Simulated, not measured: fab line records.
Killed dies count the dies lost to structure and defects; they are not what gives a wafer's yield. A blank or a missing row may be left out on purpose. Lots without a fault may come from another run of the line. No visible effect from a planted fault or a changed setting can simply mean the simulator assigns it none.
Chamber matching :: flow gf180mcu :: GF_V1_CMP_04 on cmp-02 has 4 sister chambers
The step polishes SiO2. 8 wafers are shown with their chamber, then 9 later ones without.

== EACH WAFER AND ITS CHAMBER ==
wafer: L851.2
chamber: 3
motor current A (A): 13.3
time to endpoint s (s): 79

wafer: L855.2
chamber: 1
motor current A (A): 10.6
time to endpoint s (s): 83

wafer: L857.3
chamber: 2
motor current A (A): 10.5
time to endpoint s (s): 76

wafer: L857.5
chamber: 0
motor current A (A): 11.9
time to endpoint s (s): 87

wafer: L857.6
chamber: 1
motor current A (A): 10.5
time to endpoint s (s): 103

wafer: L858.1
chamber: 0
motor current A (A): 11.5
time to endpoint s (s): 87

wafer: L859.1
chamber: 3
motor current A (A): 13.5
time to endpoint s (s): 85

wafer: L859.4
chamber: 2
motor current A (A): 11.0
time to endpoint s (s): 101

== WAFERS MISSING THEIR CHAMBER ==
wafer: L866.3
motor current A (A): 12.5
time to endpoint s (s): 76

wafer: L866.4
motor current A (A): 13.3
time to endpoint s (s): 81

wafer: L866.6
motor current A (A): 11.5
time to endpoint s (s): 83

wafer: L868.1
motor current A (A): 12.0
time to endpoint s (s): 77

wafer: L868.4
motor current A (A): 12.8
time to endpoint s (s): 85

wafer: L868.5
motor current A (A): 10.7
time to endpoint s (s): 87

wafer: L867.2
motor current A (A): 13.8
time to endpoint s (s): 77

wafer: L867.3
motor current A (A): 11.4
time to endpoint s (s): 83

wafer: L867.6
motor current A (A): 10.6
time to endpoint s (s): 84

== THE CHAMBER EACH PASSED THROUGH ==
wafer: L866.3
from the rows above: can't be placed: 0 or 3
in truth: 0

wafer: L866.4
from the rows above: 3
in truth: 3

wafer: L866.6
from the rows above: 0
in truth: 0

wafer: L868.1
from the rows above: 0
in truth: 0

wafer: L868.4
from the rows above: 3
in truth: 3

wafer: L868.5
from the rows above: can't be placed: 2 or 1
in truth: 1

wafer: L867.2
from the rows above: 3
in truth: 3

wafer: L867.3
from the rows above: can't be placed: 0 or 2
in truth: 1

wafer: L867.6
from the rows above: can't be placed: 2 or 1
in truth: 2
Correctly placed: 5 of 9. These rows do not allow placing 4 (true chamber among the candidates in 3). Placed wrongly: 0.
How it was worked out, from the rows above alone: a wafer's distance from a chamber is the root of the sum, over the readings, of the square of ((its reading less the chamber's mean) divided by the reading's scatter). If the next closest chamber is less than 2 further off than the closest, the wafer can't be placed; otherwise it belongs to the closest. For every chamber, the mean is computed from those of its wafers that are shown. The scatter is the square root of a quotient: the sum, over the shown wafers, of each reading's squared deviation from its chamber's mean, divided by wafers minus chambers.
